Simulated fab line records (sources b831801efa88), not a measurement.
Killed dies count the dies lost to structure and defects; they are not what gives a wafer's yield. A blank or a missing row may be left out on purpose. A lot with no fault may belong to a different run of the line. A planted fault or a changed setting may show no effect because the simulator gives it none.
A struck lot beside a sound one -- flow sky130 -- 17 out of 708 route steps
Sound: the wafers L199.1, L199.5, L199.6. The struck wafers were L216.4, L216.5. At the end, the cause is stated.
Order at every step that has rows: each side's tool, ch and its chambers, its first start. Under that, the readings that differ: sound wafers -- struck wafers -- difference of the means -- sigmas: that difference in standard deviations of wafers without a fault.
alike: readings with means less than 2 such deviations apart, plus words and numbers identical on both sides. not compared: withheld readings, readings lacking a value on some wafer, bounds such as >300 that could conceal the same value, and numbers that have no deviation in the record and whose values overlap.
Wherever a step has rows on one side only, a row that says differs or no value, or a row with sigmas, the two part there. Numbers that have no deviation but don't overlap get no sigmas and don't part them. A reading missing from all wafers of one side parts the sides only when that side holds two or more wafers.

SKY_FIELD_ISO_THK_MEAS_02:
  sound on film-metro-02, day 2 12:21; struck on film-metro-04, day 5 21:02
  alike: FIELD_ISO_OXIDATION_00_THK
then, 1 step without rows for these wafers: SKY_FIELD_ISO_CVD_03 (deposits Si3N4 from DCS/NH3, target thk 165 nm, time 2830 s).
SKY_FIELD_ISO_THK_MEAS_04:
  sound on film-metro-03, day 2 14:12; struck on film-metro-04, day 5 22:53
  alike: FIELD_ISO_CVD_03_THK
then, 8 steps without rows for these wafers: SKY_FIELD_ISO_DEHYDRATE_05 (time 60 s); SKY_FIELD_ISO_HMDS_06 (prime time 60 s); SKY_FIELD_ISO_COAT_07 (resist thk 60 nm); SKY_FIELD_ISO_COAT_08 (resist thk 450 nm); SKY_FIELD_ISO_SOFTBAKE_09 (time 90 s); SKY_FIELD_ISO_EXPOSE_10 (exposes mask FOM, target cd 150 nm); SKY_FIELD_ISO_PEB_11; SKY_FIELD_ISO_DEVELOP_12 (develop time 60 s).
SKY_FIELD_ISO_CD_MEAS_13: target cd 150 nm.
  sound on cd-sem-02, day 3 04:38; struck on cd-sem-01, day 6 17:46
  alike: cd-nm
SKY_FIELD_ISO_ETCH_14: etches BARC in N2/H2, stops on SiO2, time 45.9 s, target depth 60 nm.
  sound on rie-diel-03 ch 0,1,2, day 3 04:45; struck on rie-diel-03 ch 1,2, day 6 17:49
reading,sound,struck,difference,sigmas
oes-product-au (a.u.),0.867 0.854 0.864,0.989 0.985,+0.125,+27
run-length-s (s),74.1 74.2 74.6,40.3 41.4,-33.5,-93
model.etch.depth-nm (nm),60.05 59.99 60.16,20.12 20.19,-39.91,
model.KrF-thick_of_FIELD_ISO_COAT_08.thk-nm (nm),395.2 395.3 395.4,425.4 424.9,+29.8,
model.FIELD_ISO.cd-nm (nm),150.8 152.5 151.4,154.9 155.1,+3.4,
  alike: drypump-motor-current-A, throttle-valve-pct
  not compared: rf-hours-counter-h
SKY_FIELD_ISO_ETCH_15: etches the open film in CHF3/O2, stops on Si, target depth 180 nm, time 72 s.
  sound on rie-diel-03 ch 0,1,2, day 3 04:47; struck on rie-diel-03 ch 1,2, day 6 17:52
reading,sound,struck,difference,sigmas
oes-product-au (a.u.),0.949 0.949 0.959,0.367 0.376,-0.581,-83
throttle-valve-pct (%),8.820 8.836 8.855,8.676 8.682,-0.158,-17
model.KrF-thick_of_FIELD_ISO_COAT_08.thk-nm (nm),239.2 240.4 240.3,268.4 267.9,+28.2,
  alike: drypump-motor-current-A, run-length-s
  not compared: rf-hours-counter-h
SKY_FIELD_ISO_STRIP_16: strips in O2/N2.
  sound on plasma-asher-03 ch 0,1, day 3 04:51; struck on plasma-asher-02 ch 1, day 6 17:58
reading,sound,struck,difference,sigmas
drypump-motor-current-A (A),6.0 6.0 5.7,5.2 5.2,-0.7,-2
strip-time-to-endpoint-s (s),3.570 3.587 3.596,3.892 3.883,+0.303,+11
  alike: oes-product-au
  not compared: rf-hours-counter-h
SKY_FIELD_ISO_ETCH_17: etches Si in HBr/Cl2/O2, target depth 342 nm, time 97.7 s.
  sound on rie-si-01 ch 1,2, day 3 04:57; struck on rie-si-02 ch 0, day 6 18:01
reading,sound,struck,difference,sigmas
model.FIELD_ISO.cd-nm (nm),151.1 152.1 150.9,155.3 154.7,+3.6,
  alike: drypump-motor-current-A, oes-product-au, run-length-s, throttle-valve-pct
  not compared: rf-hours-counter-h
then, 1 step without rows for these wafers: SKY_FIELD_ISO_WET_ETCH_18 (etches Si3N4 in H3PO4, target depth 25 nm, time 286 s).

== WHERE THEY PART ==
Last at SKY_FIELD_ISO_STRIP_16 as far as this record goes, first at SKY_FIELD_ISO_ETCH_14. Later steps at which nothing parts them and some readings are alike: SKY_FIELD_ISO_ETCH_17.

WHY: what the simulator had put in
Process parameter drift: rie-diel-03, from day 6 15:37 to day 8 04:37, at SKY_FIELD_ISO_ETCH_14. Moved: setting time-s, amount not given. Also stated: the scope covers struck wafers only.
